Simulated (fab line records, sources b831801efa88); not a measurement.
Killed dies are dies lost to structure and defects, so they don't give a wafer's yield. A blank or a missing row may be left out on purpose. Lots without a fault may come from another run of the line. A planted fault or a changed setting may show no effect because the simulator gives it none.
One fault seen from 2 desks | flow sky130 | each desk has only its own numbers; what lay behind them comes last

THE METROLOGY DESK
What the gauges read, lot by lot, whatever tool the lot ran on: means of the sampled wafers that have a number. A lot is out of limits, marked OUT, if its mean lies more than 4 standard deviations from the usual mean; the brackets give that distance.
Columns: A = cd_nm at SKY_METAL2_CD_MEAS_15, usual 140.1 nm; B = VIA2_OVL at SKY_VIA2_OVL_MEAS_13, usual -1 nm
lot  | first seen here | A     | B
L846 | day 35 15:21    | 139.4 | -2
L848 | day 35 20:46    | 138.2 | -10
L850 | day 36 20:21    | 140.4 | 7
L851 | day 37 03:16    | 141.3 | 4
L852 | day 37 15:41    | 138.5 | -1
L853 | day 37 21:37    | 141.1 | 2
L855 | day 38 06:23    | 145.1 | -2
L856 | day 38 14:12    | 140.8 | 5
L857 | day 38 19:23    | 140.2 | -3
L858 | day 39 05:29    | 139.4 | 1
L866 | day 41 14:13    | 139.7 | -7
L867 | day 41 22:56    | 137.0 | -5
L868 | day 42 14:11    | 140.3 | 3
This desk's finding: nothing out of limits on any of the 13 lots.

THE TOOL OWNER'S DESK: litho_track-04
The tool's own readings at SKY_VIA2_DEVELOP_11 (develop time 60 s): means of the sampled wafers that have a number, for each lot that ran on this tool. A lot is out of limits, marked OUT, if its mean lies more than 4 standard deviations from the usual mean; the brackets give that distance.
Columns: A = developer_temp_C at SKY_VIA2_DEVELOP_11, usual 20.98 C; B = resist_line_temp_C at SKY_VIA2_DEVELOP_11, usual 22.99 C
lot  | first seen here | A               | B
L846 | day 36 18:00    | 21.13           | 22.94
L850 | day 37 22:00    | 20.95           | 22.93
L851 | day 38 05:00    | 20.98           | 23.05
L855 | day 39 08:00    | 20.96           | 22.94
L858 | day 40 07:00    | 20.78           | 23.02
L866 | day 42 14:00    | 23.06 (+19) OUT | 22.90
L867 | day 42 23:00    | 22.95 (+18) OUT | 22.96
This desk's finding: out of limits on L866, L867; first on L866, day 42 14:00 (developer_temp_C at SKY_VIA2_DEVELOP_11). In limits: L846, L850, L851, L855, L858.

PUT TOGETHER
The tool owner's desk could have raised an alarm at day 42 14:00, on L866, L867.
The metrology desk saw nothing out of limits.
The metrology desk has L866, L867 on record, within its limits.
Of the lots named, all ran SKY_VIA2_DEVELOP_11 on litho_track-04.

WHAT THE SIMULATOR HAD PUT IN
Process parameter drift: litho_track-04, from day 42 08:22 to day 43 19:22, at SKY_VIA2_DEVELOP_11. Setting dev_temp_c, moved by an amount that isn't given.
Lots struck among those shown: L866, L867.
Hours from the fault's start to each desk's first reading out of limits: the tool owner's desk, 6.
